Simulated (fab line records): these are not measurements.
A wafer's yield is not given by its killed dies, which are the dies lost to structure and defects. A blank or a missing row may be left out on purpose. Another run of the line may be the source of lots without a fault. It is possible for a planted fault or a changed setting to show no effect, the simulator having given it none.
fab line records + flow sfq_line
record:
- lots: 6
- wafers: 18
- last_day: 92
route steps=325 shown L0V@24 M0@28
lots that met no fault: from a run of the same line without faults
start_h: hours from the record's opening day to when the first of the lot's shown wafers began + wait_h: how many hours have passed since the lot's step before this one + " repeats the value in the row above + L1.1+2: one row covering several wafers at once + - no value, or no start was given + * or withheld: withheld + < > ~ a bound
route shown NAME@n: a module of which the file shows steps, and the number in the route of the first + usual: the fault-free wafers' mean and standard deviation + same: alike in all rows + chamber/n: place in a boat + sites: readings site by site + _std_site: how widely they spread, as a standard deviation + _edge_site: the outer-site mean with the inner-site mean subtracted + radius_mm: for every site, how far away it sits from the centre of the wafer + mask NAME#n: copy n + behind: the most recent tool/chamber to have shaped the wafer + hold: the reason the lot was held/the length of the hold in hours/how it ended + device: the transistor (n, p or np) that didn't switch + end of line: the same wafers' tests at the end of the route + where a step has no rows: the recipe by itself + killed: at the first sort, the dies lost to defects and structure; wafer yield is something else + map: a wafer's dies, marking killed ones x, the rest . and places with no die _
set.NAME: setting as actually run; set.NAME@STEP: the setting as run at that earlier step + model.NAME: the simulator's own value behind a step, which no gauge read
lots at selected steps of the route; one table per step, one row per wafer
services: a tool's chamber out of use, with start hour (start_h, from the record's first day; less than 0 if before it), hours out, and reason
== steps ==
step: SFQ_TRILAYER_L0_VIA_BARC_OPEN_VIA_ETCH_021
recipe:
- mask_material: PR
- chemistry: O2
- target_depth_nm: 125
- target: BARC
- source_w: 500
- bias_w: 80
- pressure_mtorr: 30
- time_s: 41.7
usual:
- drypump_motor_current_A: 5.8/0.4
- oes_product_au: 0.685/0.0046
| lot.wafer | tool        | chamber | start_h | wait_h | drypump_motor_current_A | oes_product_au | rf_hours_counter_h |
|-----------|-------------|---------|---------|--------|-------------------------|----------------|--------------------|
| L564.1    | rie_diel-03 | 2       | 157.90  | 0.0    | 6.3                     | 0.688          | 145                |
| L564.3    | "           | 0       | "       | "      | 5.7                     | 0.693          | 61                 |
| L564.4    | "           | 3       | "       | "      | 4.9                     | 0.679          | 152                |
| L566.2    | rie_diel-04 | 2       | 171.76  | 0.0    | 5.4                     | 0.688          | 6                  |
| L566.5    | "           | 2       | "       | "      | 5.3                     | 0.684          | -                  |
| L566.6    | "           | 3       | "       | "      | 6.3                     | 0.689          | -                  |
| L567.2    | rie_diel-04 | 2       | 178.96  | 0.0    | 5.4                     | 0.686          | 6                  |
| L567.5    | "           | 3       | "       | "      | 6.4                     | 0.687          | -                  |
| L567.6    | "           | 0       | "       | "      | 5.8                     | 0.692          | -                  |
| L574.3    | rie_diel-03 | 2       | 221.10  | 0.0    | 6.3                     | 0.685          | 146                |
| L574.5    | "           | 1       | "       | "      | 5.7                     | 0.687          | -                  |
| L574.6    | "           | 0       | "       | "      | 5.7                     | 0.678          | -                  |
| L580.1    | rie_diel-02 | 2       | 273.90  | 0.0    | 5.6                     | 0.686          | 44                 |
| L580.2    | "           | 1       | "       | "      | 5.8                     | 0.678          | 101                |
| L580.3    | "           | 0       | "       | "      | 6.2                     | 0.690          | 97                 |
| L582.4    | rie_diel-02 | 1       | 289.13  | 0.0    | 5.8                     | 0.679          | 102                |
| L582.5    | "           | 2       | "       | "      | 5.6                     | 0.685          | -                  |
| L582.6    | "           | 3       | "       | "      | 6.1                     | 0.686          | -                  |
step: SFQ_TRILAYER_L0_VIA_ETCH_VIA_ETCH_016
recipe:
- target: SiO2
- stop_on: MoNx_KI
- mask_material: PR
- chemistry: CHF3
- target_depth_nm: 80
- source_w: 500
- bias_w: 80
- pressure_mtorr: 30
- time_s: withheld
usual:
- drypump_motor_current_A: 5.8/0.4
- oes_product_au: 0.844/0.0072
| lot.wafer | tool        | chamber | start_h | wait_h | drypump_motor_current_A | oes_product_au |
|-----------|-------------|---------|---------|--------|-------------------------|----------------|
| L564.1    | rie_diel-03 | 2       | 157.94  | 0.0    | 6.3                     | 0.844          |
| L564.3    | "           | 0       | "       | "      | 5.7                     | 0.858          |
| L564.4    | "           | 3       | "       | "      | 4.9                     | 0.848          |
| L566.2    | rie_diel-04 | 2       | 171.80  | 0.0    | 5.4                     | 0.829          |
| L566.5    | "           | 2       | "       | "      | 5.4                     | 0.848          |
| L566.6    | "           | 3       | "       | "      | 6.4                     | 0.849          |
| L567.2    | rie_diel-04 | 2       | 179.00  | 0.0    | 5.4                     | 0.845          |
| L567.5    | "           | 3       | "       | "      | 6.4                     | 0.846          |
| L567.6    | "           | 0       | "       | "      | 5.8                     | 0.842          |
| L574.3    | rie_diel-03 | 2       | 221.14  | 0.0    | 6.2                     | 0.848          |
| L574.5    | "           | 1       | "       | "      | 5.7                     | 0.852          |
| L574.6    | "           | 0       | "       | "      | 5.7                     | 0.844          |
| L580.1    | rie_diel-02 | 2       | 273.94  | 0.0    | 5.7                     | 0.842          |
| L580.2    | "           | 1       | "       | "      | 5.8                     | 0.842          |
| L580.3    | "           | 0       | "       | "      | 6.2                     | 0.846          |
| L582.4    | rie_diel-02 | 1       | 289.17  | 0.0    | 5.8                     | 0.844          |
| L582.5    | "           | 2       | "       | "      | 5.6                     | 0.846          |
| L582.6    | "           | 3       | "       | "      | 6.2                     | 0.849          |
step: SFQ_TRILAYER_L0_VIA_STRIP_STRIP_017
recipe:
- gas: O2
- power_w: 200
- platen_temp_c: 40
- overash_fraction: 0.65
- chemistry: O2
- pressure_mtorr: 50
usual:
- drypump_motor_current_A: 6.0/0.31
- oes_product_au: 0.998/0.0084
same:
- overash_fraction: 0.65
| lot.wafer | tool         | chamber | start_h | wait_h | drypump_motor_current_A | oes_product_au | rf_hours_counter_h |
|-----------|--------------|---------|---------|--------|-------------------------|----------------|--------------------|
| L564.1    | rie_metal-04 | 0       | 157.98  | -      | 5.7                     | 0.982          | 127                |
| L564.3    | "            | 0       | "       | "      | 5.7                     | 0.989          | -                  |
| L564.4    | "            | 1       | "       | "      | 6.3                     | 0.991          | -                  |
| L566.2    | rie_metal-01 | 0       | 171.84  | -      | 5.8                     | 1.000          | 5                  |
| L566.5    | "            | 1       | "       | "      | 5.9                     | 1.005          | -                  |
| L566.6    | "            | 0       | "       | "      | 5.8                     | 0.995          | -                  |
| L567.2    | rie_metal-02 | 0       | 179.04  | -      | 6.4                     | 1.005          | 119                |
| L567.5    | "            | 1       | "       | "      | 6.8                     | 1.014          | -                  |
| L567.6    | "            | 0       | "       | "      | 6.4                     | 1.000          | -                  |
| L574.3    | rie_metal-01 | 0       | 221.38  | -      | 5.7                     | 1.011          | -                  |
| L574.5    | "            | 1       | "       | "      | 5.9                     | 0.997          | -                  |
| L574.6    | "            | 0       | "       | "      | 5.8                     | 1.005          | -                  |
| L580.1    | rie_metal-01 | 1       | 273.98  | -      | 6.0                     | 0.997          | 111                |
| L580.2    | "            | 0       | "       | "      | 5.8                     | 0.995          | 21                 |
| L580.3    | "            | 1       | "       | "      | 6.0                     | 0.996          | -                  |
| L582.4    | rie_metal-02 | 0       | 289.42  | -      | 6.4                     | 1.002          | -                  |
| L582.5    | "            | 0       | "       | "      | 6.4                     | 0.999          | -                  |
| L582.6    | "            | 1       | "       | "      | 6.8                     | 1.000          | -                  |
step: SFQ_TRILAYER_L0_VIA_STRIP_SOLV_CLEAN_018
recipe:
- chemistry: NMP
- temp_c: 70
- time_s: 600
step: SFQ_TRILAYER_M0_DEP_PRE_CLEAN_020
recipe:
- gas: Ar
- time_s: 15
- bias_v: 250
step: SFQ_TRILAYER_M0_DEP_SPUTTER_019
recipe:
- material: Nb
- base_pressure_pa: 1.33e-06
- chamber_pressure_pa: 0.1333
- substrate_temp_c: 20
- resputter_cathode_voltage_v: 400
- target_thk_nm: 200
- power_w: 2000
- time_s: 133.3
usual:
- chamber_pressure_pa: 0.1333/0.00024
- throttle_valve_pct: 29.9/0.9
| lot.wafer | tool           | chamber | start_h | wait_h | chamber_pressure_pa | throttle_valve_pct |
|-----------|----------------|---------|---------|--------|---------------------|--------------------|
| L564.1    | pvd_sputter-05 | -       | 158.78  | 0.0    | 0.13313             | 29.3               |
| L564.3    | "              | -       | "       | "      | 0.13305             | 30.5               |
| L564.4    | "              | -       | "       | "      | 0.1332              | 29.7               |
| L566.2    | pvd_sputter-05 | -       | 172.64  | 0.0    | 0.13322             | 30.9               |
| L566.5    | "              | -       | "       | "      | 0.13353             | 30.6               |
| L566.6    | "              | -       | "       | "      | 0.13365             | 29.5               |
| L567.2    | pvd_sputter-05 | -       | 179.84  | 0.0    | 0.13308             | 30.5               |
| L567.5    | "              | -       | "       | "      | 0.13333             | 30.2               |
| L567.6    | "              | -       | "       | "      | 0.13339             | 29.2               |
| L574.3    | pvd_sputter-06 | -       | 221.98  | 0.0    | 0.13318             | 29.2               |
| L574.5    | "              | -       | "       | "      | 0.13352             | 28.3               |
| L574.6    | "              | -       | "       | "      | 0.13333             | 29.8               |
| L580.1    | pvd_sputter-05 | -       | 274.80  | 0.0    | 0.1333              | 31.1               |
| L580.2    | "              | -       | "       | "      | 0.13352             | 29.3               |
| L580.3    | "              | -       | "       | "      | 0.13282             | 29.8               |
| L582.4    | pvd_sputter-05 | -       | 290.02  | 0.0    | 0.13281             | 29.2               |
| L582.5    | "              | -       | "       | "      | 0.1333              | 29.3               |
| L582.6    | "              | -       | "       | "      | 0.13294             | 30.4               |
step: SFQ_M0_RS_MEAS_904
recipe:
- thk_meas_gauge: four-point-probe
- reads: Nb_of_TRILAYER_M0_DEP_SPUTTER_019
usual:
- M0_NB_RS: 0.891/0.008
| lot.wafer | tool          | chamber | start_h | wait_h | M0_NB_RS[ohm/sq] |
|-----------|---------------|---------|---------|--------|------------------|
| L564.1    | film_metro-03 | -       | 158.87  | 0.0    | 0.879            |
| L564.3    | "             | -       | "       | "      | 0.876            |
| L564.4    | "             | -       | "       | "      | 0.874            |
| L566.2    | film_metro-03 | -       | 172.75  | 0.1    | 0.876            |
| L566.5    | "             | -       | "       | "      | 0.874            |
| L566.6    | "             | -       | "       | "      | 0.876            |
| L567.2    | film_metro-02 | -       | 179.95  | 0.1    | 0.894            |
| L567.5    | "             | -       | "       | "      | 0.892            |
| L567.6    | "             | -       | "       | "      | 0.881            |
| L574.3    | film_metro-02 | -       | 222.11  | 0.1    | 0.894            |
| L574.5    | "             | -       | "       | "      | 0.912            |
| L574.6    | "             | -       | "       | "      | 0.900            |
| L580.1    | film_metro-02 | -       | 274.89  | 0.0    | 0.887            |
| L580.2    | "             | -       | "       | "      | 0.891            |
| L580.3    | "             | -       | "       | "      | 0.880            |
| L582.4    | film_metro-01 | -       | 290.17  | 0.1    | 0.890            |
| L582.5    | "             | -       | "       | "      | 0.897            |
| L582.6    | "             | -       | "       | "      | 0.895            |
step: SFQ_TRILAYER_M0_LITHO_COAT_026
recipe:
- resist: BARC
- spin_rpm: 3000
- resist_thk_nm: 62
step: SFQ_TRILAYER_M0_LITHO_COAT_021
recipe:
- resist: KrF
- spin_rpm: 3000
- resist_thk_nm: 600
step: SFQ_TRILAYER_M0_LITHO_SOFTBAKE_025
recipe:
- temp_c: withheld
- time_s: withheld
- resist: KrF
step: SFQ_TRILAYER_M0_LITHO_EXPOSE_022
recipe:
- mask_id: M0
- na: 0.6
- source_shape: conventional
- sigma_outer: 0.65
- target_cd_nm: 500
- dose_mj: 14.4
step: SFQ_TRILAYER_M0_LITHO_PEB_024
recipe:
- peb_temp_c: 115
- peb_time_s: 60
- resist: KrF
usual:
- exhaust_pa: 44.8/0.99
- heater_power_total_W: 79.15/0.071
| lot.wafer | tool           | chamber | start_h | wait_h | exhaust_pa | heater_power_total_W |
|-----------|----------------|---------|---------|--------|------------|----------------------|
| L564.1    | litho_track-02 | 0       | 241.16  | 1.0    | 45.9       | 79.07                |
| L564.3    | "              | 0       | "       | "      | 43.8       | 81.18                |
| L564.4    | "              | 0       | "       | "      | 43.5       | 79.19                |
| L566.2    | litho_track-02 | 0       | 261.59  | 0.8    | 46.5       | 81.20                |
| L566.5    | "              | 0       | "       | "      | 45.5       | 79.06                |
| L566.6    | "              | 0       | "       | "      | 44.6       | 81.31                |
| L567.2    | litho_track-03 | 0       | 272.39  | 0.8    | 44.8       | 79.18                |
| L567.5    | "              | 0       | "       | "      | 44.9       | 79.17                |
| L567.6    | "              | 0       | "       | "      | 46.5       | 79.11                |
| L574.3    | litho_track-02 | 0       | 323.65  | 0.7    | 43.5       | 79.17                |
| L574.5    | "              | 0       | "       | "      | 42.9       | 79.23                |
| L574.6    | "              | 0       | "       | "      | 43.5       | 79.10                |
| L580.1    | litho_track-03 | 0       | 397.49  | 1.0    | 46.1       | 79.16                |
| L580.2    | "              | 0       | "       | "      | 46.5       | 79.22                |
| L580.3    | "              | 0       | "       | "      | 45.9       | 79.08                |
| L582.4    | litho_track-01 | 0       | 425.01  | 0.5    | 43.6       | 79.10                |
| L582.5    | "              | 0       | "       | "      | 44.5       | 79.20                |
| L582.6    | "              | 0       | "       | "      | 44.4       | 79.11                |
step: SFQ_TRILAYER_M0_LITHO_DEVELOP_023
recipe:
- time_s: 60
- resist: KrF
step: SFQ_M0_OVL_MEAS_906
usual:
- M0_OVL: 2/6
| lot.wafer | tool       | chamber | start_h | wait_h | M0_OVL[nm] |
|-----------|------------|---------|---------|--------|------------|
| L564.1    | overlay-02 | -       | 241.46  | 0.1    | 1          |
| L564.3    | "          | -       | "       | "      | 4          |
| L564.4    | "          | -       | "       | "      | 13         |
| L566.2    | overlay-01 | -       | 261.87  | 0.1    | -2         |
| L566.5    | "          | -       | "       | "      | -14        |
| L566.6    | "          | -       | "       | "      | 1          |
| L567.2    | overlay-02 | -       | 272.67  | 0.1    | 5          |
| L567.5    | "          | -       | "       | "      | -1         |
| L567.6    | "          | -       | "       | "      | 5          |
| L574.3    | overlay-02 | -       | 323.91  | 0.1    | 0          |
| L574.5    | "          | -       | "       | "      | 1          |
| L574.6    | "          | -       | "       | "      | 0          |
| L580.1    | overlay-02 | -       | 397.79  | 0.1    | 5          |
| L580.2    | "          | -       | "       | "      | 11         |
| L580.3    | "          | -       | "       | "      | 1          |
| L582.4    | overlay-02 | -       | 425.25  | 0.1    | 0          |
| L582.5    | "          | -       | "       | "      | -3         |
| L582.6    | "          | -       | "       | "      | -1         |
step: SFQ_TRILAYER_M0_BARC_OPEN_METAL_ETCH_031
recipe:
- mask_material: PR
- chemistry: O2
- target_depth_nm: 125
- target: BARC
- icp_w: 600
- bias_w: 80
- pressure_mtorr: 10
- time_s: 41.7
usual:
- drypump_motor_current_A: 6.2/0.45
- oes_product_au: 0.685/0.0048
| lot.wafer | tool         | chamber | start_h | wait_h | drypump_motor_current_A | oes_product_au | rf_hours_counter_h | model.M0.cd_nm |
|-----------|--------------|---------|---------|--------|-------------------------|----------------|--------------------|----------------|
| L564.1    | rie_metal-04 | 0       | 241.50  | 0.0    | 5.7                     | 0.680          | 142                | 497.2          |
| L564.3    | "            | 1       | "       | "      | 6.3                     | 0.686          | -                  | 509.2          |
| L564.4    | "            | 0       | "       | "      | 5.7                     | 0.686          | -                  | 497.9          |
| L566.2    | rie_metal-02 | 1       | 261.90  | 0.0    | 6.8                     | 0.682          | 21                 | 511            |
| L566.5    | "            | 1       | "       | "      | 6.8                     | 0.679          | -                  | 500.1          |
| L566.6    | "            | 0       | "       | "      | 6.4                     | 0.682          | -                  | 512.2          |
| L567.2    | rie_metal-03 | 0       | 272.70  | 0.0    | 5.4                     | 0.696          | 77                 | 501.3          |
| L567.5    | "            | 1       | "       | "      | 6.3                     | 0.685          | -                  | 500.5          |
| L567.6    | "            | 0       | "       | "      | 5.4                     | 0.687          | -                  | 499.9          |
| L574.3    | rie_metal-02 | 0       | 323.95  | 0.0    | 6.4                     | 0.689          | -                  | 501            |
| L574.5    | "            | 0       | "       | "      | 6.4                     | 0.689          | -                  | 499.8          |
| L574.6    | "            | 1       | "       | "      | 6.8                     | 0.685          | -                  | 498.8          |
| L580.1    | rie_metal-03 | 1       | 397.83  | 0.0    | 6.3                     | 0.686          | 45                 | 499.9          |
| L580.2    | "            | 0       | "       | "      | 5.4                     | 0.681          | 92                 | 500.4          |
| L580.3    | "            | 1       | "       | "      | 6.3                     | 0.679          | -                  | 499.4          |
| L582.4    | rie_metal-04 | 1       | 425.29  | 0.0    | 6.3                     | 0.680          | -                  | 500.8          |
| L582.5    | "            | 1       | "       | "      | 6.2                     | 0.685          | -                  | 499.1          |
| L582.6    | "            | 0       | "       | "      | 5.7                     | 0.679          | -                  | 498.9          |
step: SFQ_TRILAYER_M0_ETCH_METAL_ETCH_024
recipe:
- target: Nb
- stop_on: SiO2
- mask_material: PR
- chemistry: Cl2/Ar
- target_depth_nm: 240
- icp_w: 600
- bias_w: 80
- pressure_mtorr: 10
- time_s: 120
usual:
- drypump_motor_current_A: 6.2/0.45
- oes_product_au: 0.893/0.0063
| lot.wafer | tool         | chamber | start_h | wait_h | drypump_motor_current_A | oes_product_au | rf_hours_counter_h | model.M0.cd_nm |
|-----------|--------------|---------|---------|--------|-------------------------|----------------|--------------------|----------------|
| L564.1    | rie_metal-04 | 0       | 241.56  | 0.0    | 5.7                     | 0.893          | 142                | 496.9          |
| L564.3    | "            | 1       | "       | "      | 6.3                     | 0.907          | -                  | 509.4          |
| L564.4    | "            | 0       | "       | "      | 5.7                     | 0.898          | -                  | 497.9          |
| L566.2    | rie_metal-02 | 1       | 261.96  | 0.0    | 6.8                     | 0.904          | 21                 | 511.3          |
| L566.5    | "            | 1       | "       | "      | 6.8                     | 0.899          | -                  | 499.8          |
| L566.6    | "            | 0       | "       | "      | 6.4                     | 0.906          | -                  | 512.8          |
| L567.2    | rie_metal-03 | 0       | 272.76  | 0.0    | 5.4                     | 0.899          | 77                 | 501.6          |
| L567.5    | "            | 1       | "       | "      | 6.3                     | 0.885          | -                  | 501            |
| L567.6    | "            | 0       | "       | "      | 5.4                     | 0.897          | -                  | 501.2          |
| L574.3    | rie_metal-02 | 0       | 324.03  | 0.1    | 6.4                     | 0.888          | -                  | 502.4          |
| L574.5    | "            | 0       | "       | "      | 6.4                     | 0.890          | -                  | 500.7          |
| L574.6    | "            | 1       | "       | "      | 6.8                     | 0.888          | -                  | 499.7          |
| L580.1    | rie_metal-03 | 1       | 397.89  | 0.0    | 6.3                     | 0.898          | 45                 | 500.7          |
| L580.2    | "            | 0       | "       | "      | 5.4                     | 0.891          | 93                 | 502.9          |
| L580.3    | "            | 1       | "       | "      | 6.3                     | 0.905          | -                  | 500.4          |
| L582.4    | rie_metal-04 | 1       | 425.37  | 0.1    | 6.3                     | 0.893          | -                  | 500.6          |
| L582.5    | "            | 1       | "       | "      | 6.3                     | 0.892          | -                  | 498.4          |
| L582.6    | "            | 0       | "       | "      | 5.7                     | 0.894          | -                  | 497.9          |
step: SFQ_TRILAYER_M0_STRIP_STRIP_025
recipe:
- gas: O2
- power_w: 200
- platen_temp_c: 40
- overash_fraction: 0.65
- chemistry: O2
- pressure_mtorr: 50
usual:
- drypump_motor_current_A: 6.2/0.44
- oes_product_au: 1.000/0.0085
same:
- overash_fraction: 0.65
| lot.wafer | tool         | chamber | start_h | wait_h | drypump_motor_current_A | oes_product_au | rf_hours_counter_h |
|-----------|--------------|---------|---------|--------|-------------------------|----------------|--------------------|
| L564.1    | rie_metal-04 | 0       | 241.68  | 0.1    | 5.7                     | 0.994          | 142                |
| L564.3    | "            | 1       | "       | "      | 6.2                     | 1.001          | -                  |
| L564.4    | "            | 0       | "       | "      | 5.7                     | 0.987          | -                  |
| L566.2    | rie_metal-02 | 1       | 262.08  | 0.1    | 6.8                     | 1.008          | 21                 |
| L566.5    | "            | 1       | "       | "      | 6.8                     | 1.010          | -                  |
| L566.6    | "            | 0       | "       | "      | 6.4                     | 0.998          | -                  |
| L567.2    | rie_metal-03 | 0       | 272.88  | 0.1    | 5.4                     | 1.002          | 77                 |
| L567.5    | "            | 1       | "       | "      | 6.3                     | 1.006          | -                  |
| L567.6    | "            | 0       | "       | "      | 5.4                     | 1.002          | -                  |
| L574.3    | rie_metal-02 | 0       | 324.32  | 0.2    | 6.4                     | 1.006          | -                  |
| L574.5    | "            | 0       | "       | "      | 6.4                     | 0.996          | -                  |
| L574.6    | "            | 1       | "       | "      | 6.8                     | 1.004          | -                  |
| L580.1    | rie_metal-03 | 1       | 398.01  | 0.1    | 6.3                     | 0.989          | 45                 |
| L580.2    | "            | 0       | "       | "      | 5.5                     | 1.001          | 93                 |
| L580.3    | "            | 1       | "       | "      | 6.3                     | 0.997          | -                  |
| L582.4    | rie_metal-04 | 1       | 425.66  | 0.2    | 6.3                     | 1.002          | -                  |
| L582.5    | "            | 1       | "       | "      | 6.3                     | 1.002          | -                  |
| L582.6    | "            | 0       | "       | "      | 5.6                     | 1.004          | -                  |
== services ==
| tool         | chamber | start_h | hours | kind   |
|--------------|---------|---------|-------|--------|
| rie_diel-02  | 1       | 141.00  | 9.1   | repair |
| rie_diel-04  | 0       | 145.51  | 11.0  | repair |
| rie_metal-03 | -       | 162.70  | 1.4   | pm     |
| rie_metal-04 | -       | 165.69  | 2.8   | pm     |
| rie_diel-04  | -       | 201.55  | 4.3   | pm     |
| rie_diel-04  | 0       | 236.49  | 2.2   | repair |
| rie_diel-04  | 3       | 239.77  | 9.3   | repair |
| rie_metal-03 | 1       | 247.40  | 6.9   | repair |
| rie_diel-04  | -       | 259.37  | 1.1   | repair |
| rie_diel-04  | 0       | 292.23  | 2.4   | repair |
| rie_metal-03 | 0       | 303.00  | 11.5  | repair |
| rie_diel-04  | 1       | 304.55  | 6.9   | repair |
| rie_diel-04  | 3       | 306.82  | 3.1   | repair |
| rie_diel-03  | 3       | 316.84  | 4.3   | repair |
| rie_diel-02  | -       | 318.45  | 2.8   | pm     |
| rie_diel-03  | 1       | 331.99  | 37.0  | repair |
| rie_diel-04  | 0       | 359.06  | 4.8   | repair |
| rie_diel-02  | 2       | 362.16  | 11.5  | repair |
| rie_metal-04 | -       | 388.99  | 1.4   | pm     |
| rie_diel-02  | 3       | 398.24  | 16.2  | repair |
| rie_diel-04  | 1       | 402.10  | 2.8   | repair |
| rie_diel-04  | 2       | 405.75  | 17.4  | repair |
| rie_diel-02  | 2       | 407.33  | 9.0   | repair |
| rie_diel-04  | -       | 419.59  | 2.7   | repair |
== key ==
first_sign:
- step: SFQ_TRILAYER_M0_LITHO_PEB_024
- reading: heater_power_total_W
- direction: up
- sigmas: 29
- usual: 79.15
- struck: 81.23
effect none on later readings
model_effect:
- step: SFQ_TRILAYER_M0_BARC_OPEN_METAL_ETCH_031
- value: M0.cd_nm
- without: 499.1
- struck: 510.8
model_effect:
- step: SFQ_TRILAYER_M0_ETCH_METAL_ETCH_024
- value: M0.cd_nm
- without: 499.5
- struck: 511.2
met_at SFQ_TRILAYER_M0_LITHO_PEB_024
struck_wafers L564.3,L566.2,L566.6
fault:
- kind: process_parameter_drift
- tool: litho_track-02
- chamber: -
- onset_h: 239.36
- steps: SFQ_TRILAYER_M0_LITHO_PEB_024
- channel: peb_time_s
- offset: *
- shape: step
- end_h: 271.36
- scope: struck_wafers_only
- acts_in: *
- stated: *
